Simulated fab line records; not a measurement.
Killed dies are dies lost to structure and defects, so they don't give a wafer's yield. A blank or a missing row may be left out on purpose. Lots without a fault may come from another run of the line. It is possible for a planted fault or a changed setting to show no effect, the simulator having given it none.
fab line records | flow gf180mcu
record: lots: 14 wafers: 40 last_day: 34
route steps=602 shown SAB@264 M1@319 V1@361
lots with no fault: from the same line, run without faults
start_h: start of the lot's first displayed wafer, in hours after the record's first day | wait_h: how many hours have passed since the lot's step before this one | " as in the row above | L1.1+2: a row that stands for several wafers | - no value, or no start given | * or withheld: withheld | < > ~ a bound
route shown NAME@n: a module of which the file shows steps, and the number in the route of the first | usual: mean/standard deviation of fault-free wafers | same: alike in all rows | chamber/n: place in a boat | sites: readings site by site | _std_site: their standard deviation | _edge_site: the outer-site mean with the inner-site mean subtracted | radius_mm: for every site, how far away it sits from the centre of the wafer | mask NAME#n: copy n | behind: tool/chamber where the wafer was last shaped | hold: why the lot went on hold/how many hours it stayed there/how the hold came to an end | device: names the non-switching transistor (n, p or np) | end of line: tests of these same wafers at the route's end | a step without rows: its recipe alone | killed: the dies lost at the first sort to structure and to defects; this is not the yield of the wafer | map: the dies of a wafer, with x for killed, . for not killed, _ for no die there
set.NAME: setting as actually run; set.NAME@STEP: the setting as run at that earlier step | model.NAME: the simulator's own value behind a step, which no gauge read
the route's steps for a sample of lots (tables are steps, rows are wafers)
services: when a tool's chamber went out of use (start_h, in hours from the record's first day, below 0 if earlier), for how many hours, and the reason
== steps ==
step: GF_SAB_CVD_00
recipe: material: SiO2 target_thk_nm: 50 precursor: TEOS temp_c: 400 time_s: 4.9302 rf_w: 600
usual: heater_power_w: 641/97 rf_fwd_power_W: 588.0/2.9
columns lot.wafer tool chamber start_h wait_h heater_power_w rf_fwd_power_W
L492.1 pecvd-02 2 316.57 0.1 478 588.6
L492.2 " 0 " " 616 592.5
L492.4 " 0 " " 623 590.7
L495.1 pecvd-02 1 343.31 0.1 732 585.6
L495.3 " 2 " " 482 588.1
L495.4 " 0 " " 631 587.4
L497.4 pecvd-02 0 362.71 0.0 520 590.4
L497.5 " 2 " " 483 586.4
L497.6 " 1 " " 625 584.3
L498.1 pecvd-02 0 372.43 0.1 555 589.4
L498.2 " 1 " " 700 583.1
L498.6 " 0 " " 552 590.3
L499.2 pecvd-02 2 381.42 0.1 519 586.7
L499.5 " 1 " " 619 588.6
L499.6 " 2 " " 533 589.0
L502.1 pecvd-02 2 406.04 0.1 532 587.7
L502.3 " 1 " " 716 584.9
L503.1 pecvd-02 0 410.83 0.1 650 592.1
L503.3 " 2 " " 589 588.2
L503.5 " 1 " " 640 587.4
L505.1 pecvd-04 1 431.75 0.1 829 584.6
L505.3 " 0 " " 606 587.6
L505.6 " 2 " " 756 584.4
L506.3 pecvd-02 0 439.58 0.1 642 590.5
L506.6 " 0 " " 657 590.6
L508.1 pecvd-03 2 457.61 0.1 782 588.5
L508.2 " 0 " " 576 588.9
L508.3 " 1 " " 704 593.9
L510.1 pecvd-04 2 471.66 0.1 765 585.1
L510.5 " 2 " " 783 584.5
L510.6 " 0 " " 538 586.1
L511.1 pecvd-03 0 478.43 0.1 526 592.7
L511.3 " 1 " " 640 591.2
L511.5 " 1 " " 658 592.4
L513.2 pecvd-04 2 496.21 0.1 784 583.0
L513.3 " 0 " " 597 585.8
L513.4 " 0 " " 580 588.6
L514.2 pecvd-04 1 502.29 0.1 802 586.9
L514.4 " 0 " " 500 584.8
L514.5 " 2 " " 747 583.5
step: GF_SAB_THK_MEAS_01
recipe: reads: SiO2_of_SAB_CVD_00
usual: SAB_CVD_00_THK: 49.9/0.64
columns lot.wafer tool chamber start_h wait_h SAB_CVD_00_THK[nm]
L492.1 film_metro-02 - 316.58 0.0 49.6
L492.2 " - " " 50.0
L492.4 " - " " 51.0
L495.1 film_metro-02 - 343.33 0.0 50.1
L495.3 " - " " 49.9
L495.4 " - " " 50.5
L497.4 film_metro-04 - 362.75 0.0 50.9
L497.5 " - " " 49.4
L497.6 " - " " 50.7
L498.1 film_metro-03 - 372.44 0.0 49.4
L498.2 " - " " 49.7
L498.6 " - " " 50.3
L499.2 film_metro-03 - 381.45 0.0 49.1
L499.5 " - " " 51.1
L499.6 " - " " 50.2
L502.1 film_metro-02 - 406.06 0.0 49.4
L502.3 " - " " 84.7
L503.1 film_metro-03 - 410.85 0.0 49.9
L503.3 " - " " 83.9
L503.5 " - " " 84.8
L505.1 film_metro-02 - 431.78 0.0 49.2
L505.3 " - " " 49.3
L505.6 " - " " 50.1
L506.3 film_metro-04 - 439.62 0.0 84.6
L506.6 " - " " 50.5
L508.1 film_metro-02 - 457.63 0.0 50.0
L508.2 " - " " 49.8
L508.3 " - " " 49.6
L510.1 film_metro-02 - 471.68 0.0 48.9
L510.5 " - " " 49.2
L510.6 " - " " 49.9
L511.1 film_metro-04 - 478.45 0.0 49.3
L511.3 " - " " 50.1
L511.5 " - " " 50.5
L513.2 film_metro-02 - 496.24 0.0 49.0
L513.3 " - " " 49.4
L513.4 " - " " 49.8
L514.2 film_metro-03 - 502.32 0.0 49.6
L514.4 " - " " 50.5
L514.5 " - " " 50.0
step: GF_M1_SPUTTER_04
recipe: material: TiN target_thk_nm: 50 power_w: 6500 time_s: 41.7 chamber_pressure_pa: 0.4
usual: cathode_dc_power_W: 6500.1/1.3 throttle_valve_pct: 29.9/1.3
columns lot.wafer tool chamber start_h wait_h cathode_dc_power_W throttle_valve_pct
L492.1 pvd_sputter-04 - 362.70 0.0 6500.5 31.4
L492.2 " - " " 6501.2 28.9
L492.4 " - " " 6501.5 28.1
L495.1 pvd_sputter-04 - 391.33 0.0 6501.9 31.5
L495.3 " - " " 6499.9 29.1
L495.4 " - " " 6500.7 28.1
L497.4 pvd_sputter-01 - 410.92 0.0 6499.7 30.0
L497.5 " - " " 6500.0 29.5
L497.6 " - " " 6498.4 30.1
L498.1 pvd_sputter-03 - 421.58 0.0 6499.3 29.3
L498.2 " - " " 6499.5 31.2
L498.6 " - " " 6497.0 31.0
L499.2 pvd_sputter-04 - 431.67 0.0 6500.0 27.9
L499.5 " - " " 6501.5 29.3
L499.6 " - " " 6499.9 29.0
L502.1 pvd_sputter-03 - 457.80 0.0 6499.8 31.4
L502.3 " - " " 6498.9 29.5
L503.1 pvd_sputter-01 - 461.58 0.0 6499.8 30.2
L503.3 " - " " 6501.8 32.0
L503.5 " - " " 6499.8 31.8
L505.1 pvd_sputter-04 - 482.86 0.0 6498.3 29.0
L505.3 " - " " 6498.9 29.2
L505.6 " - " " 6498.0 28.3
L506.3 pvd_sputter-01 - 491.09 0.0 6500.0 31.9
L506.6 " - " " 6499.4 29.3
L508.1 pvd_sputter-01 - 508.48 0.0 6500.6 32.1
L508.2 " - " " 6501.4 29.4
L508.3 " - " " 6500.5 28.1
L510.1 pvd_sputter-04 - 521.75 0.0 6500.2 29.3
L510.5 " - " " 6501.9 31.2
L510.6 " - " " 6501.1 28.8
L511.1 pvd_sputter-03 - 528.40 0.0 6502.2 29.4
L511.3 " - " " 6501.3 31.1
L511.5 " - " " 6498.9 31.1
L513.2 pvd_sputter-01 - 544.77 0.0 6499.8 29.6
L513.3 " - " " 6500.4 27.6
L513.4 " - " " 6502.3 30.2
L514.2 pvd_sputter-01 - 551.03 0.0 6499.9 29.1
L514.4 " - " " 6500.4 30.0
L514.5 " - " " 6501.2 29.6
step: GF_M1_OVL_MEAS_15
usual: M1_OVL: -2/5.4
columns lot.wafer tool chamber start_h wait_h M1_OVL[nm]
L492.1 overlay-01 - 384.96 0.1 -2
L492.2 " - " " 3
L492.4 " - " " -6
L495.1 overlay-02 - 415.44 0.1 -1
L495.3 " - " " -2
L495.4 " - " " -4
L497.4 overlay-02 - 434.57 0.1 1
L497.5 " - " " 4
L497.6 " - " " 2
L498.1 overlay-01 - 445.94 0.1 -8
L498.2 " - " " -8
L498.6 " - " " -8
L499.2 overlay-02 - 456.60 0.1 -2
L499.5 " - " " -4
L499.6 " - " " -4
L502.1 overlay-01 - 482.49 0.1 2
L502.3 " - " " 1
L503.1 overlay-01 - 485.40 0.1 -2
L503.3 " - " " -4
L503.5 " - " " -10
L505.1 overlay-01 - 506.91 0.1 -2
L505.3 " - " " 5
L505.6 " - " " 0
L506.3 overlay-01 - 514.67 0.1 -6
L506.6 " - " " -5
L508.1 overlay-02 - 531.80 0.1 -2
L508.2 " - " " 2
L508.3 " - " " 2
L510.1 overlay-01 - 544.59 0.1 -2
L510.5 " - " " 1
L510.6 " - " " 4
L511.1 overlay-01 - 551.45 0.1 -5
L511.3 " - " " 2
L511.5 " - " " 7
L513.2 overlay-01 - 566.96 0.1 1
L513.3 " - " " 1
L513.4 " - " " 0
L514.2 overlay-01 - 573.02 0.1 7
L514.4 " - " " 5
L514.5 " - " " 1
step: GF_V1_CMP_26
recipe: stop_on: SiO2 down_force_psi: 3.5 platen_rpm: 60 t_overpolish_s: 15 target_thk_nm: 0 pad_velocity_m_s: 0.94248
usual: motor_current_A: 10.8/1.1 overpolish_run_s: 15.001/0.0091 time_to_endpoint_s: 82/3
columns lot.wafer tool chamber start_h wait_h motor_current_A overpolish_run_s time_to_endpoint_s
L492.1 cmp-02 1 410.64 0.1 9.8 15.007 90
L492.4 " 2 " " 11.3 14.999 88
L492.2 " 3 " " 11.9 15.004 91
L495.3 cmp-01 2 442.98 0.1 10.1 14.998 80
L495.1 " 3 " " 9.2 14.993 84
L495.4 " 0 " " 11.6 14.992 83
L497.4 cmp-02 0 461.69 0.0 12.3 15.008 75
L497.5 " 0 " " 12.6 15.003 75
L497.6 " 1 " " 9.2 14.997 82
L498.2 cmp-02 2 472.72 0.3 11.6 14.989 84
L498.1 " 1 " " 8.8 15.012 83
L498.6 " 3 " " 11.9 14.988 83
L499.2 cmp-01 3 483.70 0.2 9.3 14.999 83
L499.5 " 0 " " 11.4 15.007 81
L499.6 " 1 " " 11.8 15.008 83
L502.3 cmp-01 1 508.80 0.1 11.7 15.005 88
L502.1 " 3 " " 9.4 15.000 91
L503.3 cmp-02 0 511.59 0.0 12.5 15.002 79
L503.1 " 3 " " 11.5 14.993 83
L503.5 " 0 " " 12.2 15.009 80
L505.1 cmp-02 2 532.59 0.1 11.2 14.993 82
L505.3 " 3 " " 11.9 14.993 84
L505.6 " 1 " " 9.2 15.006 83
L506.3 cmp-02 0 540.88 0.2 11.7 14.999 79
L506.6 " 1 " " 9.2 15.016 84
L508.3 cmp-02 3 556.87 0.1 11.1 15.013 87
L508.2 " 0 " " 12.0 14.989 80
L508.1 " 1 " " 9.4 15.001 82
L510.1 cmp-01 1 569.32 0.1 11.5 15.003 84
L510.6 " 0 " " 10.8 15.000 89
L510.5 " 1 " " 11.1 14.993 83
L511.3 cmp-02 3 575.67 0.1 11.6 14.998 82
L511.1 " 1 " " 9.2 15.008 81
L511.5 " 3 " " 11.9 15.004 82
L513.3 cmp-01 2 590.61 0.0 10.1 14.988 83
L513.2 " 3 " " 9.1 14.992 83
L513.4 " 0 " " 10.9 14.996 83
L514.2 cmp-02 1 596.71 0.1 9.6 14.988 83
L514.4 " 2 " " 11.7 15.001 79
L514.5 " 1 " " 9.1 15.009 86
== services ==
columns tool chamber start_h hours kind
cmp-02 - 317.59 5.7 repair
cmp-02 - 332.21 1.1 repair
pecvd-04 0 338.98 11.5 repair
cmp-01 - 360.07 1.8 repair
pecvd-03 - 368.88 14.0 pm
cmp-01 - 371.16 0.6 repair
pecvd-02 - 384.66 0.9 repair
pecvd-03 - 384.75 28.1 pm
cmp-02 - 404.20 4.0 pm
pecvd-04 - 411.68 6.0 pm
pecvd-03 - 412.85 2.8 pm
pecvd-03 - 438.52 4.3 repair
cmp-01 - 471.97 1.6 repair
pvd_sputter-03 - 506.99 3.8 repair
pvd_sputter-01 - 510.79 1.6 repair
pvd_sputter-03 - 530.89 1.1 repair
pvd_sputter-04 - 532.45 3.6 repair
pvd_sputter-03 - 534.07 8.7 repair
cmp-02 - 535.24 0.2 repair
pecvd-03 1 541.78 2.7 repair
pecvd-04 - 555.61 0.5 repair
cmp-01 - 572.15 4.0 pm
cmp-02 - 587.59 5.0 pm
pecvd-04 - 591.12 14.0 pm
== key ==
first_sign: step: GF_SAB_THK_MEAS_01 reading: SAB_CVD_00_THK direction: up sigmas: 54 usual: 49.9 struck: 84.5
effect none on later readings
met_at GF_SAB_CVD_00
struck_lots L502,L503,L506
struck_wafers L502.3,L503.3,L503.5,L506.3
tester_left_out L502,L503,L506
not_acting_at GF_M1_SPUTTER_04,GF_M1_OVL_MEAS_15,GF_V1_CMP_26
onset_between 381.42 406.04
fault: kind: process_parameter_drift tool: pecvd-02 chamber: - onset_h: 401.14 steps: GF_SAB_CVD_00 channel: target_thk_nm offset: 34.717 shape: step end_h: 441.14 scope: struck_wafers_only acts_in: these_recipes_only stated: 50
tester_left_out: of these lots the tester's yield and bins aren't shown, on N5 and GAA mostly nor the transistor test; their killed dies are dies lost to structure and defects alone, not to doping, threshold or leakage, so they don't give the yield
